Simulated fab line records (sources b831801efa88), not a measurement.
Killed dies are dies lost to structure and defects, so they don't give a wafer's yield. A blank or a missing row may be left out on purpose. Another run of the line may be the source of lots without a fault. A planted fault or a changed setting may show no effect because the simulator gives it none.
Which tool was responsible? / flow gf180mcu / Sampling: 14 lots, 42 wafers, 2 of 602 route steps

== WHAT THE GAUGES READ, wafer by wafer ==
GF_V5_THK_MEAS_25: measures by xrf. Usual: V5_W_THK 364 nm, standard deviation 6.1.
lot=L514; measured=day 27 18:10; on=film-metro-04; V5_W_THK (nm)=364 357 363; flag=
lot=L515; measured=day 27 22:38; on=film-metro-02; V5_W_THK (nm)=372 361 374; flag=
lot=L516; measured=day 28 12:01; on=film-metro-04; V5_W_THK (nm)=361 359 363; flag=
lot=L517; measured=day 29 00:55; on=film-metro-04; V5_W_THK (nm)=355 371 368; flag=
lot=L518; measured=day 29 09:48; on=film-metro-03; V5_W_THK (nm)=362 374 371; flag=
lot=L519; measured=day 29 19:39; on=film-metro-03; V5_W_THK (nm)=363 363 356; flag=
lot=L524; measured=day 30 18:30; on=film-metro-04; V5_W_THK (nm)=372 363 362; flag=
lot=L523; measured=day 30 23:19; on=film-metro-04; V5_W_THK (nm)=359 359 358; flag=
lot=L527; measured=day 31 15:47; on=film-metro-03; V5_W_THK (nm)=354 355 358; flag=
lot=L528; measured=day 31 22:52; on=film-metro-03; V5_W_THK (nm)=365 364 362; flag=
lot=L530; measured=day 32 11:39; on=film-metro-04; V5_W_THK (nm)=365 367 363; flag=
lot=L533; measured=day 33 08:44; on=film-metro-02; V5_W_THK (nm)=362 359 359; flag=
lot=L535; measured=day 33 15:47; on=film-metro-04; V5_W_THK (nm)=362 372 373; flag=
lot=L537; measured=day 34 01:03; on=film-metro-02; V5_W_THK (nm)=363 365 364; flag=

== WHICH TOOL RAN EACH LOT (tool, then ch and the chambers of the sampled wafers, then the start) ==
lot=L514; GF_CONTACT_CMP_27=cmp-02 ch 2,3, day 16 10:28
lot=L515; GF_CONTACT_CMP_27=cmp-01 ch 1,2,3, day 16 16:01
lot=L516; GF_CONTACT_CMP_27=cmp-01 ch 0,2,3, day 17 06:59
lot=L517; GF_CONTACT_CMP_27=cmp-02 ch 1,2, day 17 23:36
lot=L518; GF_CONTACT_CMP_27=cmp-01 ch 0,1,3, day 18 09:25
lot=L519; GF_CONTACT_CMP_27=cmp-01 ch 1,2,3, day 19 00:20
lot=L524; GF_CONTACT_CMP_27=cmp-01 ch 0,1, day 20 04:42
lot=L523; GF_CONTACT_CMP_27=cmp-01 ch 0,1,2, day 20 10:03
lot=L527; GF_CONTACT_CMP_27=cmp-02 ch 1,2,3, day 21 08:28
lot=L528; GF_CONTACT_CMP_27=cmp-02 ch 1,2,3, day 21 19:10
lot=L530; GF_CONTACT_CMP_27=cmp-01 ch 0,2,3, day 22 12:58
lot=L533; GF_CONTACT_CMP_27=cmp-01 ch 0,3, day 23 16:56
lot=L535; GF_CONTACT_CMP_27=cmp-01 ch 0,1,2, day 23 23:15
lot=L537; GF_CONTACT_CMP_27=cmp-01 ch 0,1,3, day 24 15:56
- GF_CONTACT_CMP_27: polishes, stops on SiO2, t overpolish 15 s, target thk 0 nm.

== AS READ BY THE TOOLS THEMSELVES (means over the sampled wafers that have a number; for cases with no such wafer, the mark the record gives instead) ==
GF_CONTACT_CMP_27. Usual: motor-current-A 11.1 A, standard deviation 1.3; overpolish-run-s 14.999 s, standard deviation 0.0092; platen-rpm 60.00 rpm, standard deviation 0.043; time-to-endpoint-s 73 s, standard deviation 3.4.
lot=L514; tool=cmp-02; motor-current-A (A)=10.6; overpolish-run-s (s)=15.005; platen-rpm (rpm)=59.99; time-to-endpoint-s (s)=75; flag=
lot=L515; tool=cmp-01; motor-current-A (A)=10.8; overpolish-run-s (s)=15.002; platen-rpm (rpm)=60.02; time-to-endpoint-s (s)=76; flag=
lot=L516; tool=cmp-01; motor-current-A (A)=11.5; overpolish-run-s (s)=15.000; platen-rpm (rpm)=59.96; time-to-endpoint-s (s)=75; flag=
lot=L517; tool=cmp-02; motor-current-A (A)=11.2; overpolish-run-s (s)=15.000; platen-rpm (rpm)=59.98; time-to-endpoint-s (s)=71; flag=
lot=L518; tool=cmp-01; motor-current-A (A)=10.1; overpolish-run-s (s)=14.994; platen-rpm (rpm)=59.98; time-to-endpoint-s (s)=72; flag=
lot=L519; tool=cmp-01; motor-current-A (A)=10.8; overpolish-run-s (s)=14.999; platen-rpm (rpm)=60.03; time-to-endpoint-s (s)=74; flag=
lot=L524; tool=cmp-01; motor-current-A (A)=11.2; overpolish-run-s (s)=14.996; platen-rpm (rpm)=60.00; time-to-endpoint-s (s)=75; flag=
lot=L523; tool=cmp-01; motor-current-A (A)=11.5; overpolish-run-s (s)=14.994; platen-rpm (rpm)=59.97; time-to-endpoint-s (s)=74; flag=
lot=L527; tool=cmp-02; motor-current-A (A)=11.3; overpolish-run-s (s)=15.006; platen-rpm (rpm)=60.01; time-to-endpoint-s (s)=67; flag=
lot=L528; tool=cmp-02; motor-current-A (A)=10.8; overpolish-run-s (s)=14.999; platen-rpm (rpm)=59.97; time-to-endpoint-s (s)=72; flag=
lot=L530; tool=cmp-01; motor-current-A (A)=11.2; overpolish-run-s (s)=15.001; platen-rpm (rpm)=59.96; time-to-endpoint-s (s)=68; flag=
lot=L533; tool=cmp-01; motor-current-A (A)=10.5; overpolish-run-s (s)=14.999; platen-rpm (rpm)=60.00; time-to-endpoint-s (s)=70; flag=
lot=L535; tool=cmp-01; motor-current-A (A)=11.7; overpolish-run-s (s)=15.002; platen-rpm (rpm)=60.03; time-to-endpoint-s (s)=71; flag=
lot=L537; tool=cmp-01; motor-current-A (A)=10.7; overpolish-run-s (s)=15.008; platen-rpm (rpm)=60.03; time-to-endpoint-s (s)=77; flag=

== THE ANSWER, worked out from the rows above alone ==
Rule: a lot is off if the mean of its wafers that have a number lies more than 3 standard deviations from the usual mean. Also off: a lot with no number at a reading for which 4 or more lots have one. Any other lot the step has rows for is counted as sound. First the gauges in route order, then the tools' own readings, where a lot's mean is used as printed above. The first step at which some lot is off is used, and at that step the reading that is off furthest; a lot without a number counts as furthest.
None of the lots is off at any reading shown; this tells nothing.

== WHAT WAS PUT IN BY THE SIMULATOR ==
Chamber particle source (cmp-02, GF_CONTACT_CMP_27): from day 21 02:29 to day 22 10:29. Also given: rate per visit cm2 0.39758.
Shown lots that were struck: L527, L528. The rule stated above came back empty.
